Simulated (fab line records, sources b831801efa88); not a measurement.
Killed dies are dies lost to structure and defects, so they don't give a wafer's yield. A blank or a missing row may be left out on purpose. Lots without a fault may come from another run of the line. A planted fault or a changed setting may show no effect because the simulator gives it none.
A struck lot beside a sound one | flow sfq_line | 42 steps out of a route of 325
Sound: wafers L782.3, L782.5, L782.6. Struck: wafers L787.2, L787.6. (L787.1 of the same lot was not struck and is left out.) The cause comes at the end.
At each step with rows: each side's tool, then ch and its chambers, then its first start. Under that, the readings that differ: sound wafers | struck wafers | difference of the means | sigmas: that difference in standard deviations of wafers without a fault.
alike: readings whose means differ by less than 2 such deviations, and words and numbers that are the same on both sides. not compared: withheld readings, readings that some wafer has no value for, bounds like >300 that may hide the same value, and numbers for which the record gives no deviation and whose values overlap.
The two part at a step that has a row with sigmas, a row that says differs or no value, or rows on one side only. Numbers that don't overlap but have no deviation are shown without sigmas and don't part them. A reading that every wafer of one side lacks parts them only if that side has two wafers or more.

first, 6 steps without rows for these wafers: SFQ_TRILAYER_I4_VIA_LITHO_COAT_108 (resist thk 62 nm); SFQ_TRILAYER_I4_VIA_LITHO_COAT_103 (resist thk 650 nm); SFQ_TRILAYER_I4_VIA_LITHO_SOFTBAKE_107; SFQ_TRILAYER_I4_VIA_LITHO_EXPOSE_104 (exposes mask I4, target cd 700 nm); SFQ_TRILAYER_I4_VIA_LITHO_PEB_106 (peb time 60 s); SFQ_TRILAYER_I4_VIA_LITHO_DEVELOP_105 (time 60 s).
SFQ_I4_OVL_MEAS_928:
  sound on overlay-02, day 63 03:40; struck on overlay-01, day 65 09:22
  alike: I4_OVL
SFQ_TRILAYER_I4_VIA_BARC_OPEN_VIA_ETCH_146: etches BARC in O2, target depth 125 nm, time 41.7 s.
  sound on rie_diel-01 ch 0,3, day 63 03:42; struck on rie_diel-01 ch 0,2, day 65 09:24
  alike: drypump_motor_current_A, oes_product_au
  not compared: rf_hours_counter_h
then, 4 steps without rows for these wafers: SFQ_TRILAYER_I4_VIA_ETCH_VIA_ETCH_106 (etches SiO2 in CHF3, stops on Nb, target depth 260 nm); SFQ_TRILAYER_I4_VIA_STRIP_STRIP_107 (strips in O2); SFQ_TRILAYER_I4_VIA_STRIP_SOLV_CLEAN_108 (cleans in NMP, time 600 s); SFQ_TRILAYER_JJ_TRILAYER_DEP_PRE_CLEAN_113 (time 22.5 s).
SFQ_TRILAYER_JJ_TRILAYER_DEP_SPUTTER_109: material Nb, target thk 150 nm, time 100 s.
  sound on pvd_sputter-04, day 63 04:39; struck on pvd_sputter-04, day 65 10:21
  reading                                                      | sound                | struck        | difference | sigmas
  cathode_dc_power_W (W)                                       | 2000.2 2000.2 1999.4 | 2338.4 2338.6 | +338.6     | +99 or more
  model.Nb_of_TRILAYER_JJ_TRILAYER_DEP_SPUTTER_109.thk_nm (nm) | 150.2 151.1 150.3    | 175.5 175.5   | +25.0      |
  alike: chamber_pressure_pa, throttle_valve_pct
then, 3 steps without rows for these wafers: SFQ_TRILAYER_JJ_TRILAYER_DEP_SPUTTER_110 (material Al, target thk 8 nm, time 10 s); SFQ_TRILAYER_JJ_TRILAYER_DEP_AL_OXIDATION_111 (oxidation time 600 s); SFQ_TRILAYER_JJ_TRILAYER_DEP_SPUTTER_112 (material Nb, target thk 170 nm, time 113.3 s).
SFQ_JJ_RS_MEAS_929: measures by four-point-probe.
  sound on film_metro-02, day 63 05:52; struck on film_metro-04, day 65 11:32
  alike: JJ_NB_RS
then, 6 steps without rows for these wafers: SFQ_TRILAYER_JJ_CE_LITHO_COAT_119 (resist thk 62 nm); SFQ_TRILAYER_JJ_CE_LITHO_COAT_114 (resist thk 600 nm); SFQ_TRILAYER_JJ_CE_LITHO_SOFTBAKE_118; SFQ_TRILAYER_JJ_CE_LITHO_EXPOSE_115 (exposes mask J5, target cd 700 nm); SFQ_TRILAYER_JJ_CE_LITHO_PEB_117 (peb time 60 s); SFQ_TRILAYER_JJ_CE_LITHO_DEVELOP_116 (time 60 s).
-- the record jumps here: 4 days lie between the struck wafers' starts before and after --
SFQ_JJ_OVL_MEAS_931:
  sound on overlay-02, day 66 08:10; struck on overlay-01, day 69 11:00
  reading     | sound    | struck | difference | sigmas
  J5_OVL (nm) | -10 -6 0 | 5 10   | +13        | +2
then, 1 step without rows for these wafers: SFQ_TRILAYER_JJ_CE_METRO_MEASURE_117.
SFQ_TRILAYER_JJ_CE_BARC_OPEN_RIE_150: chemistry O2, target BARC, target depth 240 nm, time 80 s.
  sound on rie_metal-01 ch 0,1, day 66 09:26; struck on rie_metal-04 ch 0,1, day 69 12:14
  reading                     | sound          | struck    | difference | sigmas
  drypump_motor_current_A (A) | 5.70 5.85 5.70 | 5.36 5.18 | -0.48      | -2
  alike: oes_product_au
  not compared: rf_hours_counter_h
SFQ_TRILAYER_JJ_CE_ETCH_RIE_118: chemistry SF6, target Nb, stops on Al2O3, time 97.7 s, target depth 170 nm.
  sound on rie_metal-01 ch 0,1, day 66 09:31; struck on rie_metal-04 ch 0,1, day 69 12:20
  reading                     | sound          | struck    | difference | sigmas
  drypump_motor_current_A (A) | 5.70 5.79 5.70 | 5.32 5.18 | -0.48      | -2
  alike: oes_product_au
  not compared: rf_hours_counter_h
then, 9 steps without rows for these wafers: SFQ_TRILAYER_JJ_ANODIZE_ANODIZE_119; SFQ_TRILAYER_JJ_CE_STRIP_STRIP_120 (strips in O2); SFQ_TRILAYER_JJ_CE_STRIP_SOLV_CLEAN_121 (cleans in NMP, time 600 s); SFQ_TRILAYER_M5_LITHO_COAT_128 (resist thk 62 nm); SFQ_TRILAYER_M5_LITHO_COAT_123 (resist thk 600 nm); SFQ_TRILAYER_M5_LITHO_SOFTBAKE_127; SFQ_TRILAYER_M5_LITHO_EXPOSE_124 (exposes mask M5, target cd 700 nm); SFQ_TRILAYER_M5_LITHO_PEB_126 (peb time 60 s); SFQ_TRILAYER_M5_LITHO_DEVELOP_125 (time 60 s).
-- the record jumps here: 4 days lie between the struck wafers' starts before and after --
SFQ_M5_OVL_MEAS_932:
  sound on overlay-01, day 70 17:01; struck on overlay-01, day 73 21:45
  alike: M5_OVL
SFQ_TRILAYER_M5_BARC_OPEN_METAL_ETCH_161: etches BARC in O2, target depth 125 nm, time 41.7 s.
  sound on rie_metal-03 ch 0,1, day 70 17:04; struck on rie_metal-03 ch 1, day 73 21:47
  alike: drypump_motor_current_A, oes_product_au
  not compared: rf_hours_counter_h
SFQ_TRILAYER_M5_ETCH_METAL_ETCH_126: etches Nb in Cl2/BCl3, stops on SiO2, time 203.2 s, target depth 265 nm.
  sound on rie_metal-03 ch 0,1, day 70 17:10; struck on rie_metal-03 ch 1, day 73 21:50
  reading                        | sound             | struck      | difference | sigmas
  oes_product_au (a.u.)          | 0.723 0.730 0.729 | 0.793 0.785 | +0.062     | +11
  model.M5.feature_depth_nm (nm) | 162.6 163.5 162.7 | 187.9 187.8 | +24.9      |
  model.etch.depth_nm (nm)       | 150.2 151.1 150.3 | 175.5 175.5 | +25.0      |
  alike: drypump_motor_current_A
  not compared: rf_hours_counter_h
SFQ_TRILAYER_M5_STRIP_STRIP_127: strips in O2.
  sound on rie_metal-03 ch 0,1, day 70 17:29; struck on rie_metal-03 ch 1, day 73 22:02
  alike: drypump_motor_current_A, oes_product_au
  not compared: rf_hours_counter_h
then, 1 step without rows for these wafers: SFQ_TRILAYER_M5_STRIP_SOLV_CLEAN_128 (cleans in NMP, time 600 s).
-- the record jumps here: 12 days lie between the struck wafers' starts before and after --
SFQ_M8_BOW_MEAS_951:
  sound on film_metro-03, day 85 12:25; struck on film_metro-03, day 86 07:24
  reading                 | sound             | struck      | difference | sigmas
  model.etest.m5.ohm_um   | 1.699 1.688 1.696 | 1.45 1.452  | -0.24      |
  model.etest.i4.link_ohm | 2.169 2.165 2.172 | 1.991 1.984 | -0.181     |
  model.etest.i5.link_ohm | 2.276 2.27 2.28   | 2.078 2.068 | -0.202     |
  model.etest.m5.ohm_sq   | 1.187 1.18 1.186  | 1.016 1.016 | -0.168     |
  alike: M8_BOW

WHERE THEY PART
First at SFQ_TRILAYER_JJ_TRILAYER_DEP_SPUTTER_109; last, within this record, at SFQ_TRILAYER_M5_ETCH_METAL_ETCH_126. Later steps at which nothing parts them and some readings are alike: SFQ_TRILAYER_M5_STRIP_STRIP_127, SFQ_M8_BOW_MEAS_951.

WHY: what the simulator had put in
Process parameter drift: pvd_sputter-04, from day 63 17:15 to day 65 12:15, at SFQ_TRILAYER_JJ_TRILAYER_DEP_SPUTTER_109. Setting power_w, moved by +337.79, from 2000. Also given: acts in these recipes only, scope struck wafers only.
